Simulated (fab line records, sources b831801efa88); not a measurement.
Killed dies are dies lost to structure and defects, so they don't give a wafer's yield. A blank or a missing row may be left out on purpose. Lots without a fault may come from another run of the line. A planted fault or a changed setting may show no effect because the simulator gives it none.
Chamber matching | flow gf180mcu | GF_V2_ETCH_16 on rie_diel-02: 4 sister chambers
The step etches BARC in N2/H2. 4 wafers are shown with their chamber, then 8 later ones without.

WAFERS WITH THEIR CHAMBER
wafer  | chamber | drypump_motor_current_A (A)
L690.6 | 0       | 6.2
L691.3 | 2       | 5.4
L691.4 | 3       | 5.3
L692.2 | 1       | 4.9

WAFERS WITHOUT THEIR CHAMBER
wafer  | drypump_motor_current_A (A)
L692.3 | 5.4
L692.5 | 4.9
L693.2 | 5.3
L693.3 | 6.2
L693.6 | 5.5
L694.1 | 4.9
L694.4 | 5.3
L694.5 | 6.2

WHICH CHAMBER EACH WENT THROUGH
wafer  | from the rows above | in truth
L692.3 | 2                   | 2
L692.5 | 1                   | 1
L693.2 | 3                   | 3
L693.3 | 0                   | 0
L693.6 | 2                   | 2
L694.1 | 1                   | 1
L694.4 | 3                   | 3
L694.5 | 0                   | 0
Placed correctly: 8 of 8. Can't be placed from these rows: 0. Placed wrongly: 0.
How it was worked out, from the rows above alone: a wafer's distance from a chamber is the root of the sum, over the readings, of the square of ((its reading less the chamber's mean) divided by the reading's scatter). The wafer belongs to the nearest chamber; if the next one is less than 2 further off, it can't be placed. A chamber's mean is the mean of its shown wafers. The scatter: with one shown wafer a chamber, the root of the mean of the squares of how far each hidden wafer lies from its nearest shown one.
